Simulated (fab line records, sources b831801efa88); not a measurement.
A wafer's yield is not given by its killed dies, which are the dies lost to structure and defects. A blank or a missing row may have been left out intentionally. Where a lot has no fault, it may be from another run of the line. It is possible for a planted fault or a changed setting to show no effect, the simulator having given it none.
Chamber matching    flow gf180mcu    GF_V1_CVD_02 on pecvd-01: 3 sister chambers
The step deposits SiO2 from TEOS, target thk 850 nm, time 94.851 s. 6 wafers are shown with their chamber, then 7 later ones without.

EACH WAFER AND ITS CHAMBER
wafer   chamber  heater power w (W)
L434.3  0        733
L444.1  2        594
L444.3  1        659
L444.5  1        734
L450.4  0        730
L450.5  2        649

WAFERS WITH NO CHAMBER GIVEN
wafer   heater power w (W)
L450.6  701
L451.1  630
L451.3  762
L451.4  648
L452.2  620
L452.3  770
L452.5  633

WHICH CHAMBER EACH WENT THROUGH
wafer   from the rows above           in truth
L450.6  can't be placed: 1 or 0 or 2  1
L451.1  can't be placed: 2 or 1       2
L451.3  can't be placed: 0 or 1       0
L451.4  can't be placed: 2 or 1 or 0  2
L452.2  can't be placed: 2 or 1       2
L452.3  can't be placed: 0 or 1       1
L452.5  can't be placed: 2 or 1       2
0 of 7 placed correctly. Not placeable from these rows: 7 (in 7, the candidates include the true chamber). 0 placed wrongly.
How it was worked out, from the rows above alone: a wafer's distance from a chamber is the root of the sum, over the readings, of the square of ((its reading less the chamber's mean) divided by the reading's scatter). The wafer belongs to the nearest chamber; if the next one is less than 2 further off, it can't be placed. The mean given for a chamber averages the wafers shown for that chamber. How the scatter is found: for the shown wafers, subtract from each reading the mean of its chamber, square and add these, divide the total by (wafers less chambers), then take the root.
